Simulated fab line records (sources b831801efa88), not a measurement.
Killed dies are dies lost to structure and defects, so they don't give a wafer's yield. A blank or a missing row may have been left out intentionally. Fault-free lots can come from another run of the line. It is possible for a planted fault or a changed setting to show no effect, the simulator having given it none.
Which tool was responsible? + flow gf180mcu + 72 wafers from 24 lots sampled at 6 of the route's 602 steps

WHAT THE GAUGES SHOWED, per wafer
GF_STI_THK_MEAS_30. Usual: STI_OXIDATION_02_THK typically reads 9.99 nm, with standard deviation 0.18.
| lot  | measured    | on            | STI_OXIDATION_02_THK (nm) | flag |
|------|-------------|---------------|---------------------------|------|
| L074 | day 2 05:44 | film_metro-02 | 9.85 9.64 9.78            |      |
| L075 | day 2 11:56 | film_metro-02 | 9.67 9.71 9.79            |      |
| L076 | day 2 16:41 | film_metro-03 | 9.89 9.87 9.77            |      |
| L077 | day 2 21:08 | film_metro-01 | 9.99 9.89 9.86            |      |
| L078 | day 3 02:43 | film_metro-01 | 9.95 9.83 9.88            |      |
| L079 | day 3 08:10 | film_metro-02 | 9.87 9.96 9.77            |      |
| L080 | day 3 12:50 | film_metro-03 | 10.16 10.09 10.06         |      |
| L081 | day 3 18:08 | film_metro-03 | 9.94 9.94 10.05           |      |
| L082 | day 3 23:17 | film_metro-01 | 10.06 10.00 10.10         |      |
| L083 | day 4 06:17 | film_metro-01 | 9.98 10.06 10.36          |      |
| L084 | day 4 09:00 | film_metro-03 | 10.28 10.05 10.35         |      |
| L085 | day 4 14:31 | film_metro-03 | 10.00 9.79 9.73           |      |
| L086 | day 4 21:14 | film_metro-01 | 10.07 10.07 9.83          |      |
| L087 | day 5 00:28 | film_metro-02 | 9.78 9.66 9.94            |      |
| L088 | day 5 06:55 | film_metro-02 | 9.57 9.74 9.65            |      |
| L089 | day 5 11:58 | film_metro-01 | 9.98 10.10 10.09          |      |
| L090 | day 5 16:34 | film_metro-02 | 10.01 9.73 10.06          |      |
| L091 | day 5 23:07 | film_metro-03 | 10.36 10.22 10.27         |      |
| L092 | day 6 02:16 | film_metro-02 | 10.04 10.04 10.05         |      |
| L093 | day 6 08:34 | film_metro-01 | 10.28 10.08 10.11         |      |
| L094 | day 6 15:34 | film_metro-03 | 10.19 9.99 10.27          |      |
| L095 | day 6 19:35 | film_metro-03 | 10.15 10.12 10.33         |      |
| L096 | day 6 23:34 | film_metro-02 | 10.10 10.06 9.98          |      |
| L097 | day 7 03:50 | film_metro-02 | 9.87 9.78 9.85            |      |

GF_M4_RS_MEAS_05: uses a four-point probe to measure. Usual: M4_ALCU_RS typically reads 0.0696 ohm/sq, with standard deviation 0.00076.
| lot  | measured     | on            | M4_ALCU_RS (ohm/sq)  | flag |
|------|--------------|---------------|----------------------|------|
| L074 | day 22 07:16 | film_metro-02 | 0.0686 0.0688 0.0696 |      |
| L075 | day 22 18:17 | film_metro-03 | 0.0691 0.0693 0.0697 |      |
| L076 | day 23 03:18 | film_metro-02 | 0.0691 0.0694 0.0694 |      |
| L077 | day 23 12:15 | film_metro-02 | 0.0705 0.0701 0.0701 |      |
| L078 | day 23 19:55 | film_metro-03 | 0.0701 0.0696 0.0701 |      |
| L079 | day 24 06:05 | film_metro-02 | 0.0713 0.0718 0.0716 |      |
| L080 | day 24 13:31 | film_metro-02 | 0.0697 0.0690 0.0695 |      |
| L081 | day 25 00:07 | film_metro-04 | 0.0701 0.0703 0.0701 |      |
| L082 | day 25 06:46 | film_metro-02 | 0.0704 0.0697 0.0696 |      |
| L083 | day 25 17:46 | film_metro-02 | 0.0692 0.0690 0.0695 |      |
| L084 | day 25 23:37 | film_metro-02 | 0.0693 0.0689 0.0692 |      |
| L085 | day 26 05:38 | film_metro-04 | 0.0709 0.0701 0.0695 |      |
| L086 | day 26 16:35 | film_metro-02 | 0.0704 0.0696 0.0698 |      |
| L087 | day 27 00:28 | film_metro-02 | 0.0690 0.0698 0.0690 |      |
| L088 | day 27 06:44 | film_metro-04 | 0.0697 0.0697 0.0700 |      |
| L089 | day 27 15:40 | film_metro-03 | 0.0681 0.0682 0.0681 |      |
| L090 | day 27 20:17 | film_metro-04 | 0.0687 0.0689 0.0692 |      |
| L091 | day 28 05:16 | film_metro-02 | 0.0675 0.0688 0.0680 |      |
| L092 | day 28 11:12 | film_metro-02 | 0.0687 0.0696 0.0686 |      |
| L093 | day 28 17:24 | film_metro-03 | 0.0708 0.0710 0.0708 |      |
| L094 | day 29 02:18 | film_metro-04 | 0.0694 0.0703 0.0701 |      |
| L095 | day 29 02:47 | film_metro-02 | 0.0684 0.0689 0.0694 |      |
| L096 | day 29 15:01 | film_metro-04 | 0.0693 0.0695 0.0701 |      |
| L097 | day 29 20:12 | film_metro-04 | 0.0691 0.0690 0.0687 |      |

TOOL THAT RAN EACH LOT (tool first, then ch and the chambers of the sampled wafers, then the start)
| lot  | GF_SALICIDE_SPUTTER_03       | GF_V1_CVD_23                  | GF_M3_SPUTTER_00             | GF_M4_SPUTTER_02             |
|------|------------------------------|-------------------------------|------------------------------|------------------------------|
| L074 | pvd_sputter-03, day 15 00:12 | cvd_w-01 ch 0,1, day 18 01:00 | pvd_sputter-04, day 20 04:43 | pvd_sputter-04, day 22 07:11 |
| L075 | pvd_sputter-02, day 15 10:43 | cvd_w-02 ch 0,1, day 18 12:13 | pvd_sputter-03, day 20 16:00 | pvd_sputter-04, day 22 18:11 |
| L076 | pvd_sputter-03, day 15 18:47 | cvd_w-02 ch 0, day 18 20:32   | pvd_sputter-04, day 21 01:01 | pvd_sputter-03, day 23 03:13 |
| L077 | pvd_sputter-03, day 16 03:12 | cvd_w-02 ch 0,1, day 19 06:10 | pvd_sputter-01, day 21 10:10 | pvd_sputter-03, day 23 12:10 |
| L078 | pvd_sputter-02, day 16 11:45 | cvd_w-02 ch 0,1, day 19 14:55 | pvd_sputter-01, day 21 18:08 | pvd_sputter-03, day 23 19:50 |
| L079 | pvd_sputter-03, day 16 22:55 | cvd_w-01 ch 0,1, day 20 01:07 | pvd_sputter-04, day 22 05:21 | pvd_sputter-03, day 24 05:58 |
| L080 | pvd_sputter-02, day 17 06:49 | cvd_w-01 ch 0,1, day 20 10:52 | pvd_sputter-03, day 22 13:32 | pvd_sputter-04, day 24 13:25 |
| L081 | pvd_sputter-02, day 17 17:06 | cvd_w-01 ch 0,1, day 20 21:41 | pvd_sputter-03, day 23 00:14 | pvd_sputter-04, day 25 00:00 |
| L082 | pvd_sputter-02, day 18 02:45 | cvd_w-02 ch 0,1, day 21 06:35 | pvd_sputter-03, day 23 08:00 | pvd_sputter-04, day 25 06:37 |
| L083 | pvd_sputter-04, day 18 14:16 | cvd_w-02 ch 0,1, day 21 17:37 | pvd_sputter-01, day 23 19:24 | pvd_sputter-04, day 25 17:39 |
| L084 | pvd_sputter-03, day 18 18:10 | cvd_w-01 ch 0,1, day 21 23:14 | pvd_sputter-04, day 24 00:55 | pvd_sputter-04, day 25 23:29 |
| L085 | pvd_sputter-02, day 19 01:46 | cvd_w-01 ch 0,1, day 22 06:47 | pvd_sputter-01, day 24 06:46 | pvd_sputter-02, day 26 05:31 |
| L086 | pvd_sputter-04, day 19 14:12 | cvd_w-01 ch 0,1, day 22 18:05 | pvd_sputter-03, day 24 18:19 | pvd_sputter-02, day 26 16:29 |
| L087 | pvd_sputter-04, day 19 21:40 | cvd_w-01 ch 0,1, day 23 01:36 | pvd_sputter-04, day 25 02:32 | pvd_sputter-02, day 27 00:23 |
| L088 | pvd_sputter-04, day 20 06:01 | cvd_w-01 ch 0,1, day 23 09:21 | pvd_sputter-01, day 25 09:04 | pvd_sputter-02, day 27 06:38 |
| L089 | pvd_sputter-02, day 20 16:39 | cvd_w-02 ch 0,1, day 23 18:53 | pvd_sputter-04, day 25 18:10 | pvd_sputter-02, day 27 15:34 |
| L090 | pvd_sputter-04, day 20 22:22 | cvd_w-02 ch 0,1, day 24 00:49 | pvd_sputter-01, day 25 23:58 | pvd_sputter-04, day 27 20:11 |
| L091 | pvd_sputter-03, day 21 09:47 | cvd_w-02 ch 0,1, day 24 11:35 | pvd_sputter-01, day 26 09:28 | pvd_sputter-04, day 28 05:11 |
| L092 | pvd_sputter-02, day 21 14:39 | cvd_w-02 ch 0, day 24 16:53   | pvd_sputter-01, day 26 15:35 | pvd_sputter-02, day 28 11:05 |
| L093 | pvd_sputter-02, day 22 01:05 | cvd_w-01 ch 0,1, day 25 01:23 | pvd_sputter-04, day 26 22:54 | pvd_sputter-02, day 28 17:19 |
| L094 | pvd_sputter-02, day 22 08:46 | cvd_w-01 ch 0,1, day 25 09:24 | pvd_sputter-04, day 27 06:51 | pvd_sputter-04, day 29 02:11 |
| L095 | pvd_sputter-04, day 22 14:37 | cvd_w-01 ch 0,1, day 25 13:28 | pvd_sputter-04, day 27 09:20 | pvd_sputter-02, day 29 02:42 |
| L096 | pvd_sputter-04, day 23 00:52 | cvd_w-01 ch 0,1, day 25 23:46 | pvd_sputter-04, day 27 20:32 | pvd_sputter-02, day 29 14:54 |
| L097 | pvd_sputter-02, day 23 07:19 | cvd_w-02 ch 0,1, day 26 06:06 | pvd_sputter-04, day 28 02:26 | pvd_sputter-04, day 29 20:07 |
- GF_SALICIDE_SPUTTER_03: material TiN, target thk 20 nm, time 16.7 s.
- GF_V1_CVD_23: deposits W, target thk 350 nm, time 105.05 s.
- GF_M3_SPUTTER_00: material Ti, target thk 37.5 nm, time 150 s.
- GF_M4_SPUTTER_02: material AlCu, target thk 450 nm, time 23.9 s.

WHAT THE TOOLS THEMSELVES READ (means of the sampled wafers that have a number; where no wafer has one, the mark that the record gives instead)
GF_SALICIDE_SPUTTER_03. Usual: 30.2 % for throttle_valve_pct, sd 0.98.
| lot  | tool           | throttle_valve_pct (%) | flag |
|------|----------------|------------------------|------|
| L074 | pvd_sputter-03 | 29.6                   |      |
| L075 | pvd_sputter-02 | 30.3                   |      |
| L076 | pvd_sputter-03 | 29.4                   |      |
| L077 | pvd_sputter-03 | 30.0                   |      |
| L078 | pvd_sputter-02 | 30.6                   |      |
| L079 | pvd_sputter-03 | 30.0                   |      |
| L080 | pvd_sputter-02 | 30.7                   |      |
| L081 | pvd_sputter-02 | 30.1                   |      |
| L082 | pvd_sputter-02 | 30.9                   |      |
| L083 | pvd_sputter-04 | 29.9                   |      |
| L084 | pvd_sputter-03 | 30.0                   |      |
| L085 | pvd_sputter-02 | 30.2                   |      |
| L086 | pvd_sputter-04 | 30.2                   |      |
| L087 | pvd_sputter-04 | 30.3                   |      |
| L088 | pvd_sputter-04 | 30.1                   |      |
| L089 | pvd_sputter-02 | 29.7                   |      |
| L090 | pvd_sputter-04 | 30.3                   |      |
| L091 | pvd_sputter-03 | 29.6                   |      |
| L092 | pvd_sputter-02 | 30.9                   |      |
| L093 | pvd_sputter-02 | 30.4                   |      |
| L094 | pvd_sputter-02 | 30.5                   |      |
| L095 | pvd_sputter-04 | 29.4                   |      |
| L096 | pvd_sputter-04 | 30.2                   |      |
| L097 | pvd_sputter-02 | 30.7                   |      |

GF_V1_CVD_23. Usual: 868 W for heater_power_w, sd 110.
| lot  | tool     | heater_power_w (W) | flag |
|------|----------|--------------------|------|
| L074 | cvd_w-01 | 766                |      |
| L075 | cvd_w-02 | 923                |      |
| L076 | cvd_w-02 | 858                |      |
| L077 | cvd_w-02 | 986                |      |
| L078 | cvd_w-02 | 916                |      |
| L079 | cvd_w-01 | 808                |      |
| L080 | cvd_w-01 | 772                |      |
| L081 | cvd_w-01 | 816                |      |
| L082 | cvd_w-02 | 908                |      |
| L083 | cvd_w-02 | 908                |      |
| L084 | cvd_w-01 | 775                |      |
| L085 | cvd_w-01 | 767                |      |
| L086 | cvd_w-01 | 817                |      |
| L087 | cvd_w-01 | 830                |      |
| L088 | cvd_w-01 | 828                |      |
| L089 | cvd_w-02 | 926                |      |
| L090 | cvd_w-02 | 992                |      |
| L091 | cvd_w-02 | 912                |      |
| L092 | cvd_w-02 | 855                |      |
| L093 | cvd_w-01 | 773                |      |
| L094 | cvd_w-01 | 828                |      |
| L095 | cvd_w-01 | 783                |      |
| L096 | cvd_w-01 | 834                |      |
| L097 | cvd_w-02 | 1000               |      |

GF_M3_SPUTTER_00. Usual: 30.4 % for throttle_valve_pct, sd 0.99.
| lot  | tool           | throttle_valve_pct (%) | flag |
|------|----------------|------------------------|------|
| L074 | pvd_sputter-04 | 30.2                   |      |
| L075 | pvd_sputter-03 | 29.9                   |      |
| L076 | pvd_sputter-04 | 30.2                   |      |
| L077 | pvd_sputter-01 | 30.6                   |      |
| L078 | pvd_sputter-01 | 30.7                   |      |
| L079 | pvd_sputter-04 | 30.4                   |      |
| L080 | pvd_sputter-03 | 30.2                   |      |
| L081 | pvd_sputter-03 | 28.7                   |      |
| L082 | pvd_sputter-03 | 29.4                   |      |
| L083 | pvd_sputter-01 | 31.0                   |      |
| L084 | pvd_sputter-04 | 30.4                   |      |
| L085 | pvd_sputter-01 | 30.3                   |      |
| L086 | pvd_sputter-03 | 29.4                   |      |
| L087 | pvd_sputter-04 | 30.5                   |      |
| L088 | pvd_sputter-01 | 30.8                   |      |
| L089 | pvd_sputter-04 | 30.2                   |      |
| L090 | pvd_sputter-01 | 30.7                   |      |
| L091 | pvd_sputter-01 | 31.1                   |      |
| L092 | pvd_sputter-01 | 31.0                   |      |
| L093 | pvd_sputter-04 | 30.3                   |      |
| L094 | pvd_sputter-04 | 30.2                   |      |
| L095 | pvd_sputter-04 | 30.4                   |      |
| L096 | pvd_sputter-04 | 31.0                   |      |
| L097 | pvd_sputter-04 | 31.2                   |      |

GF_M4_SPUTTER_02. Usual: 30.3 % for throttle_valve_pct, sd 1.
| lot  | tool           | throttle_valve_pct (%) | flag |
|------|----------------|------------------------|------|
| L074 | pvd_sputter-04 | 30.4                   |      |
| L075 | pvd_sputter-04 | 30.2                   |      |
| L076 | pvd_sputter-03 | 29.2                   |      |
| L077 | pvd_sputter-03 | 29.4                   |      |
| L078 | pvd_sputter-03 | 29.2                   |      |
| L079 | pvd_sputter-03 | 29.3                   |      |
| L080 | pvd_sputter-04 | 30.4                   |      |
| L081 | pvd_sputter-04 | 30.2                   |      |
| L082 | pvd_sputter-04 | 30.4                   |      |
| L083 | pvd_sputter-04 | 30.3                   |      |
| L084 | pvd_sputter-04 | 29.5                   |      |
| L085 | pvd_sputter-02 | 30.4                   |      |
| L086 | pvd_sputter-02 | 30.6                   |      |
| L087 | pvd_sputter-02 | 30.0                   |      |
| L088 | pvd_sputter-02 | 29.7                   |      |
| L089 | pvd_sputter-02 | 31.0                   |      |
| L090 | pvd_sputter-04 | 31.3                   |      |
| L091 | pvd_sputter-04 | 31.3                   |      |
| L092 | pvd_sputter-02 | 30.3                   |      |
| L093 | pvd_sputter-02 | 30.0                   |      |
| L094 | pvd_sputter-04 | 30.4                   |      |
| L095 | pvd_sputter-02 | 30.3                   |      |
| L096 | pvd_sputter-02 | 30.3                   |      |
| L097 | pvd_sputter-04 | 30.2                   |      |

THE ANSWER, worked out from the rows above alone
Rule: a lot counts as off when the mean over its wafers that have a number is more than 3 standard deviations away from the usual mean. Also off: a lot with no number at a reading for which 4 or more lots have one. All remaining lots with rows at the step are treated as sound. Order of review: gauges by route order, followed by the tools' own readings, for which a lot's mean as printed above is used. At the first step where some lot is off, the reading lying furthest off is the one used; lots without a number count as furthest.
None of the lots is off at any reading shown; this tells nothing.

WHAT THE SIMULATOR HAD PUT IN
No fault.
